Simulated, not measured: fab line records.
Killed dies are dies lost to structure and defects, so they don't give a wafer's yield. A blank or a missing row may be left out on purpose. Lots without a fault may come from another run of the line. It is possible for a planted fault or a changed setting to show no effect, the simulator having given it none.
Which tool did it?	flow sky130	36 wafers sampled from 12 lots at 1 step of a route of 708

WHAT EACH GAUGE READ, for each wafer
SKY_METAL1_RS_MEAS_05: uses a four-point probe to measure.
lot	measured	on	METAL1_ALCU_RS (ohm/sq)
L075	day 31 17:38	film-metro-04	0.1259 0.1267 0.1253
L077	day 32 16:16	film-metro-02	0.1256 0.1265 0.1260
L079	day 33 09:30	film-metro-02	0.1284 0.1282 0.1259
L081	day 34 02:16	film-metro-03	0.1258 0.1255 0.1242
L084	day 34 23:29	film-metro-04	0.1278 0.1246 0.1222
L085	day 35 08:19	film-metro-04	0.1268 0.1278 0.1263
L087	day 36 04:19	film-metro-04	0.1246 0.1273 0.1244
L089	day 37 00:49	film-metro-03	0.1252 0.1279 0.1273
L091	day 37 09:31	film-metro-03	0.1257 0.1263 0.1284
L093	day 37 23:04	film-metro-04	0.1308 0.1268 0.1296
L094	day 38 08:52	film-metro-02	0.1269 0.1279 0.1279
L097	day 39 07:47	film-metro-04	0.1261 0.1262 0.1270

EACH LOT AND THE TOOL THAT RAN IT (in order: tool; ch and the chambers of the sampled wafers; start)
There is no process step in the record ahead of these readings.

THE ANSWER, worked out from the rows above alone
Rule: usual is defined by the lots themselves. The widest of any qualifying gaps counts: lots, ordered by their means at a reading, are off when they make up no more than a third of the lots, leave a main group of 4 or more, and stand apart from it by 3 or more times the standard deviation of that group's means. A main group is skipped when, at the precision printed for the reading in the tables above, its means are all equal. A lot without any number at a reading at which 4 lots or more have one is off too. Any other lot the step has rows for is counted as sound.
Nothing can be told from this: no lot is off at any reading shown.

WHAT THE SIMULATOR HAD INSERTED
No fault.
